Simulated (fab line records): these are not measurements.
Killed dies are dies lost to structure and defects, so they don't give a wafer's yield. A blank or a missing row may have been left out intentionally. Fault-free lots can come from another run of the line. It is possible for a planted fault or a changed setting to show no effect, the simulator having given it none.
fab line records	flow sky130
record: lots: 10	wafers: 30	last-day: 51
route steps=708 shown VIA3@594 METAL4@600 METAL5@663
lots that met no fault: from a run of the same line without faults
start-h: start of the lot's first displayed wafer, in hours after the record's first day	wait-h: time in hours since the lot's previous step	" the same as in the row above	L1.1+2: a single row standing in for several wafers	- no value present, or no start provided	* or withheld: withheld	< > ~ a bound
route shown NAME@n: a module of which the file shows steps, and the number in the route of the first	usual: mean and standard deviation over wafers with no fault	same: alike in all rows	chamber/n: place in a boat	sites: each site's reading	_std_site: standard deviation across them	_edge_site: mean of outer sites minus mean of inner sites	radius-mm: for every site, how far away it sits from the centre of the wafer	mask NAME#n: copy n	behind: the last tool/chamber to shape the wafer	hold: why the lot went on hold/how many hours it stayed there/how the hold came to an end	device: transistor that didn't switch, given as n, p or np	end of line: the tests these same wafers got at the end of their route	step lacking rows: just its recipe	killed: the dies lost at the first sort to structure and to defects; this is not the yield of the wafer	map: shows each die of a wafer: x if killed, . if not, _ if none is there
set.NAME: the run value of the setting; set.NAME@STEP: its run value at that earlier step	model.NAME: the simulator's own value behind a step, which no gauge read
steps of the route over a sample of lots; a table a step, a row a wafer
services: from which hour (start-h, from the record's first day; less than 0 if before it) a tool's chamber was out of use, for how many hours, and why
== steps ==
step: SKY_VIA3_CVD_21
recipe: material: W	target-thk-nm: 390	time-s: 117.31	temp-c: 400	pressure-torr: 40
usual: heater-power-w: 775/36	susceptor-temp-C: 400.02/0.21
lot.wafer	tool	chamber	start-h	wait-h	heater-power-w	since-wet-clean-h	susceptor-temp-C
L311.1	cvd-w-01	0	953.00	0.0	720	549	400.01
L311.2	"	1	"	"	801	549	399.72
L311.4	"	0	"	"	733	-	399.96
L314.1	cvd-w-01	1	971.75	0.0	787	568	399.86
L314.3	"	0	"	"	714	-	400.16
L314.4	"	1	"	"	805	-	399.67
L319.3	cvd-w-02	1	1019.70	0.1	803	-	400.10
L319.4	"	0	"	"	752	-	399.74
L319.6	"	0	"	"	752	-	399.78
L323.3	cvd-w-02	0	1048.88	0.1	750	-	400.18
L323.4	"	1	"	"	777	-	400.04
L323.6	"	0	"	"	754	-	400.23
L325.2	cvd-w-02	0	1065.50	0.0	747	148	400.25
L325.4	"	0	"	"	725	-	399.87
L325.5	"	0	"	"	740	-	399.97
L326.1	cvd-w-02	1	1076.49	0.0	797	159	400.47
L326.4	"	1	"	"	796	-	399.87
L326.6	"	0	"	"	738	-	400.67
L327.1	cvd-w-02	0	1081.55	0.0	757	164	399.94
L327.2	"	1	"	"	791	164	399.65
L327.6	"	0	"	"	750	-	400.11
L328.1	cvd-w-01	1	1087.99	0.0	823	684	399.91
L328.2	"	1	"	"	801	-	399.88
L328.3	"	1	"	"	797	-	400.00
L329.2	cvd-w-02	1	1088.85	0.0	804	171	399.72
L329.4	"	1	"	"	791	-	400.04
L329.6	"	1	"	"	785	-	400.25
L332.2	cvd-w-01	1	1096.82	0.1	816	-	399.92
L332.4	"	1	"	"	800	-	399.77
L332.5	"	1	"	"	820	-	399.72
step: SKY_VIA3_RS_MEAS_22
recipe: thk-meas-gauge: four-point-probe	reads: W_of_VIA3_CVD_21+TiN_of_VIA3_SPUTTER_20
usual: VIA3_W_RS: 0.295/0.0031
lot.wafer	tool	chamber	start-h	wait-h	VIA3_W_RS[ohm/sq]
L311.1	film-metro-04	-	953.12	0.1	0.293
L311.2	"	-	"	"	0.298
L311.4	"	-	"	"	0.292
L314.1	film-metro-02	-	971.87	0.1	0.298
L314.3	"	-	"	"	0.294
L314.4	"	-	"	"	0.296
L319.3	film-metro-04	-	1019.82	0.1	0.293
L319.4	"	-	"	"	0.297
L319.6	"	-	"	"	0.298
L323.3	film-metro-01	-	1049.01	0.1	0.301
L323.4	"	-	"	"	0.293
L323.6	"	-	"	"	0.298
L325.2	film-metro-04	-	1065.64	0.1	0.301
L325.4	"	-	"	"	0.298
L325.5	"	-	"	"	0.298
L326.1	film-metro-04	-	1076.61	0.1	0.290
L326.4	"	-	"	"	0.293
L326.6	"	-	"	"	0.293
L327.1	film-metro-04	-	1081.68	0.1	0.301
L327.2	"	-	"	"	0.294
L327.6	"	-	"	"	0.297
L328.1	film-metro-04	-	1088.23	0.2	0.296
L328.2	"	-	"	"	0.298
L328.3	"	-	"	"	0.295
L329.2	film-metro-02	-	1089.00	0.1	0.295
L329.4	"	-	"	"	0.297
L329.6	"	-	"	"	0.296
L332.2	film-metro-01	-	1097.19	0.3	0.296
L332.4	"	-	"	"	0.293
L332.5	"	-	"	"	0.293
step: SKY_METAL4_SPUTTER_02
recipe: material: AlCu	target-thk-nm: 735	power-w: 10600	time-s: 39.1	chamber-pressure-pa: 0.4
usual: cathode-dc-power-W: 10600/2.1	chamber-pressure-pa: 0.4000/0.00073	throttle-valve-pct: 29.9/0.93
lot.wafer	tool	chamber	start-h	wait-h	cathode-dc-power-W	chamber-pressure-pa	throttle-valve-pct
L311.1	pvd-sputter-01	-	953.65	0.0	10597	0.3998	29.9
L311.2	"	-	"	"	10599	0.3992	31.2
L311.4	"	-	"	"	10605	0.4007	29.7
L314.1	pvd-sputter-01	-	972.40	0.0	10598	0.3996	30.0
L314.3	"	-	"	"	10602	0.3992	28.5
L314.4	"	-	"	"	10600	0.4002	30.9
L319.3	pvd-sputter-01	-	1020.46	0.0	10602	0.3993	30.1
L319.4	"	-	"	"	10599	0.3991	30.9
L319.6	"	-	"	"	10599	0.3983	30.0
L323.3	pvd-sputter-03	-	1049.49	0.0	10600	0.4009	29.0
L323.4	"	-	"	"	10601	0.4003	28.3
L323.6	"	-	"	"	10601	0.3998	28.7
L325.2	pvd-sputter-01	-	1066.15	0.0	10597	0.4000	29.9
L325.4	"	-	"	"	10599	0.4009	29.7
L325.5	"	-	"	"	10597	0.4004	29.6
L326.1	pvd-sputter-01	-	1077.14	0.0	10598	0.4013	28.8
L326.4	"	-	"	"	10600	0.4012	31.3
L326.6	"	-	"	"	10600	0.4003	28.5
L327.1	pvd-sputter-01	-	1082.21	0.0	10600	0.4004	28.9
L327.2	"	-	"	"	10601	0.4003	31.2
L327.6	"	-	"	"	10598	0.3989	29.8
L328.1	pvd-sputter-04	-	1088.77	0.0	10600	0.4012	29.9
L328.2	"	-	"	"	10600	0.3989	30.6
L328.3	"	-	"	"	10600	0.3992	29.3
L329.2	pvd-sputter-03	-	1089.60	0.0	10598	0.3993	28.7
L329.4	"	-	"	"	10600	0.4005	31.7
L329.6	"	-	"	"	10601	0.3996	29.1
L332.2	pvd-sputter-04	-	1097.69	0.0	10597	0.4008	29.6
L332.4	"	-	"	"	10602	0.3988	29.6
L332.5	"	-	"	"	10605	0.3996	30.5
step: SKY_METAL5_SPUTTER_02
recipe: material: AlCu	target-thk-nm: 1150	power-w: 10600	time-s: 61.2	chamber-pressure-pa: 0.4
usual: cathode-dc-power-W: 10600/1.7	chamber-pressure-pa: 0.3999/0.00077	throttle-valve-pct: 30.0/1
lot.wafer	tool	chamber	start-h	wait-h	cathode-dc-power-W	chamber-pressure-pa	throttle-valve-pct
L311.1	pvd-sputter-03	-	1029.35	0.0	10599	0.4002	29.3
L311.2	"	-	"	"	10601	0.3990	28.6
L311.4	"	-	"	"	10601	0.3997	31.9
L314.1	pvd-sputter-04	-	1045.88	0.0	10601	0.4003	31.0
L314.3	"	-	"	"	10602	0.3998	29.6
L314.4	"	-	"	"	10601	0.4009	29.5
L319.3	pvd-sputter-03	-	1089.90	0.0	10600	0.4000	29.2
L319.4	"	-	"	"	10599	0.4006	28.8
L319.6	"	-	"	"	10601	0.3994	28.7
L323.3	pvd-sputter-04	-	1117.07	0.0	10600	0.3991	30.4
L323.4	"	-	"	"	10597	0.3991	29.5
L323.6	"	-	"	"	10604	0.3993	29.6
L325.2	pvd-sputter-02	-	1131.16	0.0	10602	0.4001	30.9
L325.4	"	-	"	"	10600	0.4001	29.0
L325.5	"	-	"	"	10602	0.4006	31.2
L326.1	pvd-sputter-04	-	1142.26	0.0	10597	0.3999	30.8
L326.4	"	-	"	"	10600	0.3993	30.8
L326.6	"	-	"	"	10601	0.3996	29.5
L327.1	pvd-sputter-04	-	1145.41	0.0	10598	0.3996	31.1
L327.2	"	-	"	"	10599	0.4001	30.6
L327.6	"	-	"	"	10598	0.4007	29.5
L328.1	pvd-sputter-02	-	1152.45	0.0	10599	0.4000	28.9
L328.2	"	-	"	"	10601	0.4009	31.0
L328.3	"	-	"	"	10598	0.3998	30.8
L329.2	pvd-sputter-04	-	1153.46	0.0	10600	0.3995	30.3
L329.4	"	-	"	"	10601	0.4000	29.3
L329.6	"	-	"	"	10599	0.4002	29.6
L332.2	pvd-sputter-02	-	1160.60	0.0	10600	0.4023	28.6
L332.4	"	-	"	"	10599	0.4010	28.4
L332.5	"	-	"	"	10601	0.3971	29.1
step: SKY_METAL5_RS_MEAS_05
recipe: thk-meas-gauge: four-point-probe	reads: TiN_of_METAL5_SPUTTER_04+Ti_of_METAL5_SPUTTER_03+AlCu_of_METAL5_SPUTTER_02+TiN_of_METAL5_SPUTTER_01+Ti_of_METAL5_SPUTTER_00
usual: METAL5_ALCU_RS: 0.0272/0.00031
lot.wafer	tool	chamber	start-h	wait-h	METAL5_ALCU_RS[ohm/sq]
L311.1	film-metro-02	-	1029.47	0.0	0.0268
L311.2	"	-	"	"	0.0273
L311.4	"	-	"	"	0.0272
L314.1	film-metro-03	-	1046.00	0.0	0.0275
L314.3	"	-	"	"	0.0272
L314.4	"	-	"	"	0.0272
L319.3	film-metro-02	-	1090.05	0.1	0.0265
L319.4	"	-	"	"	0.0264
L319.6	"	-	"	"	0.0266
L323.3	film-metro-03	-	1117.22	0.1	0.0271
L323.4	"	-	"	"	0.0270
L323.6	"	-	"	"	0.0274
L325.2	film-metro-04	-	1131.30	0.0	0.0277
L325.4	"	-	"	"	0.0274
L325.5	"	-	"	"	0.0276
L326.1	film-metro-03	-	1142.38	0.0	0.0272
L326.4	"	-	"	"	0.0272
L326.6	"	-	"	"	0.0262
L327.1	film-metro-03	-	1145.53	0.0	0.0276
L327.2	"	-	"	"	0.0273
L327.6	"	-	"	"	0.0260
L328.1	film-metro-03	-	1152.57	0.0	0.0278
L328.2	"	-	"	"	0.0277
L328.3	"	-	"	"	0.0274
L329.2	film-metro-03	-	1153.60	0.0	0.0268
L329.4	"	-	"	"	0.0273
L329.6	"	-	"	"	0.0259
L332.2	film-metro-03	-	1160.73	0.0	0.0276
L332.4	"	-	"	"	0.0277
L332.5	"	-	"	"	0.0278
step: SKY_METAL5_THK_MEAS_06
recipe: thk-meas-gauge: xrf	reads: AlCu_of_METAL5_SPUTTER_02
usual: METAL5_ALCU_THK: 1144/15
lot.wafer	tool	chamber	start-h	wait-h	METAL5_ALCU_THK[nm]
L311.1	film-metro-02	-	1029.59	0.1	1164
L311.2	"	-	"	"	1135
L311.4	"	-	"	"	1154
L314.1	film-metro-03	-	1046.12	0.1	1126
L314.3	"	-	"	"	1137
L314.4	"	-	"	"	1129
L319.3	film-metro-02	-	1090.15	0.1	1172
L319.4	"	-	"	"	1183
L319.6	"	-	"	"	1169
L323.3	film-metro-03	-	1117.32	0.1	1153
L323.4	"	-	"	"	1150
L323.6	"	-	"	"	1139
L325.2	film-metro-04	-	1131.41	0.1	1127
L325.4	"	-	"	"	1137
L325.5	"	-	"	"	1131
L326.1	film-metro-03	-	1142.50	0.1	1141
L326.4	"	-	"	"	1143
L326.6	"	-	"	"	1196
L327.1	film-metro-03	-	1145.65	0.1	1118
L327.2	"	-	"	"	1132
L327.6	"	-	"	"	1186
L328.1	film-metro-03	-	1152.69	0.1	1111
L328.2	"	-	"	"	1118
L328.3	"	-	"	"	1132
L329.2	film-metro-03	-	1153.71	0.1	1160
L329.4	"	-	"	"	1131
L329.6	"	-	"	"	1189
L332.2	film-metro-03	-	1160.84	0.1	1122
L332.4	"	-	"	"	1122
L332.5	"	-	"	"	1115
== services ==
tool	chamber	start-h	hours	kind
pvd-sputter-02	-	965.87	6.6	repair
cvd-w-01	1	967.88	1.6	repair
pvd-sputter-01	-	980.58	0.6	repair
pvd-sputter-02	-	987.41	4.3	repair
pvd-sputter-03	-	1019.39	1.4	repair
pvd-sputter-01	-	1035.19	10.1	repair
pvd-sputter-04	0	1044.09	-	consumable-replace:kit
pvd-sputter-04	0	1044.09	18.0	scheduled-down
pvd-sputter-04	0	1044.09	18.0	vent-cycle
pvd-sputter-01	-	1051.10	7.3	repair
pvd-sputter-03	-	1056.67	3.3	repair
pvd-sputter-01	-	1058.87	0.6	repair
pvd-sputter-01	3	1066.25	-	consumable-replace:kit
cvd-w-01	-	1082.22	2.8	pm
cvd-w-01	0	1085.39	18.1	repair
pvd-sputter-01	-	1099.19	1.9	repair
cvd-w-01	-	1105.39	0.5	repair
pvd-sputter-04	3	1129.91	-	consumable-replace:kit
pvd-sputter-04	3	1129.91	18.0	scheduled-down
pvd-sputter-04	3	1129.91	18.0	vent-cycle
pvd-sputter-01	-	1146.68	7.4	repair
pvd-sputter-04	2	1153.58	-	consumable-replace:kit
pvd-sputter-04	2	1153.58	18.0	scheduled-down
pvd-sputter-04	2	1153.58	18.0	vent-cycle
== key ==
first-sign: step: SKY_METAL5_RS_MEAS_05	reading: METAL5_ALCU_RS	direction: down	sigmas: 3.6	usual: 0.0272	struck: 0.0260
effect: step: SKY_METAL5_THK_MEAS_06	reading: METAL5_ALCU_THK	direction: up	sigmas: 3.1	usual: 1144	struck: 1190
met-at SKY_METAL5_SPUTTER_02
struck-lots L326,L327,L329
struck-wafers L326.6,L327.6,L329.6
not-acting-at SKY_VIA3_CVD_21,SKY_VIA3_RS_MEAS_22,SKY_METAL4_SPUTTER_02
onset-between 1117.07 1142.26
fault: kind: process-parameter-drift	tool: pvd-sputter-04	chamber: -	onset-h: 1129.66	steps: SKY_METAL5_SPUTTER_02	channel: target-thk-nm	offset: 56.111	shape: step	end-h: 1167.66	scope: struck-wafers-only	acts-in: these-recipes-only	stated: 1150
